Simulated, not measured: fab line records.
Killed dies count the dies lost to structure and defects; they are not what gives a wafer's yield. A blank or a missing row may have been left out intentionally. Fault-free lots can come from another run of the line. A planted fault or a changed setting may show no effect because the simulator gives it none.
Comparing a struck lot with a sound one / flow sky130 / 15 out of 708 route steps
Sound: the wafers L197.3, L197.4, L197.5. The struck wafers were L205.1, L205.4, L205.6. The cause is named last.
For every step that has rows: the tool of each side, followed by ch and its chambers, followed by its first start. Under that, the readings that differ: sound wafers / struck wafers / difference of the means / sigmas: that difference in standard deviations of wafers without a fault.
alike: readings with means less than 2 such deviations apart, plus words and numbers identical on both sides. not compared: withheld readings, readings lacking a value on some wafer, bounds such as >300 that could conceal the same value, and numbers that have no deviation in the record and whose values overlap.
Wherever a step has rows on one side only, a row that says differs or no value, or a row with sigmas, the two part there. Non-overlapping numbers with no deviation appear without sigmas and do not part them. A reading missing from all wafers of one side parts the sides only when that side holds two or more wafers.

SKY_VIA3_ETCH_15: etches SiO2 in C4F8/O2/Ar, stops on TiN, target depth 507 nm, time 78 s.
  sound on rie_diel-01 ch 1,2,3, day 43 06:47; struck on rie_diel-01 ch 0,1,2, day 45 07:23
  alike: oes_product_au
  not compared: rf_hours_counter_h
then, 4 steps without rows for these wafers: SKY_VIA3_STRIP_16 (strips in O2/N2); SKY_VIA3_STRIP_17 (strips in post etch residue remover, time 1200 s); SKY_VIA3_CLEAN_18 (cleans in IPA, time 180 s); SKY_VIA3_CLEAN_19 (cleans in O3/DIW).
SKY_VIA3_SPUTTER_20: material TiN, target thk 20 nm, time 80 s.
  sound on pvd_sputter-04, day 43 07:28; struck on pvd_sputter-04, day 45 08:05
  alike: chamber_pressure_pa, throttle_valve_pct
SKY_VIA3_CVD_21: deposits W, target thk 390 nm, time 117.31 s.
  sound on cvd_w-02 ch 0,1, day 43 07:35; struck on cvd_w-01 ch 0,1, day 45 08:09
  alike: heater_power_w, susceptor_temp_C
SKY_VIA3_RS_MEAS_22: measures by four-point-probe.
  sound on film_metro-03, day 43 07:42; struck on film_metro-03, day 45 08:16
  alike: VIA3_W_RS
SKY_VIA3_THK_MEAS_23: measures by xrf.
  sound on film_metro-03, day 43 07:48; struck on film_metro-03, day 45 08:23
  alike: VIA3_W_THK
then, 1 step without rows for these wafers: SKY_VIA3_CMP_24 (polishes, stops on SiO2, t overpolish 20 s, target thk 0 nm).
SKY_METAL4_SPUTTER_00: material Ti, target thk 15 nm, time 10 s.
  sound on pvd_sputter-02, day 43 08:08; struck on pvd_sputter-02, day 45 08:55
  alike: chamber_pressure_pa, throttle_valve_pct
SKY_METAL4_SPUTTER_01: material TiN, target thk 20 nm, time 16.7 s.
  sound on pvd_sputter-02, day 43 08:10; struck on pvd_sputter-02, day 45 08:56
  alike: chamber_pressure_pa, throttle_valve_pct
SKY_METAL4_SPUTTER_02: material AlCu, target thk 735 nm, time 39.1 s.
  sound on pvd_sputter-02, day 43 08:11; struck on pvd_sputter-02, day 45 08:58
reading=chamber_pressure_pa (Pa); sound=0.3994 0.4010 0.4007; struck=0.4171 0.4184 0.4168; difference=+0.0171; sigmas=+20
  alike: throttle_valve_pct
then, 2 steps without rows for these wafers: SKY_METAL4_SPUTTER_03 (material Ti, target thk 5 nm, time 3.3 s); SKY_PAD_OPEN_PROBE_99.

## WHERE THEY PART
Only at SKY_METAL4_SPUTTER_02, as far as this record shows.

WHY: whatever the simulator had introduced
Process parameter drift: pvd_sputter-02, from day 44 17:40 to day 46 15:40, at SKY_METAL4_SPUTTER_02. Setting chamber_pressure_pa shifted by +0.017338 from 0.4. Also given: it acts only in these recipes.
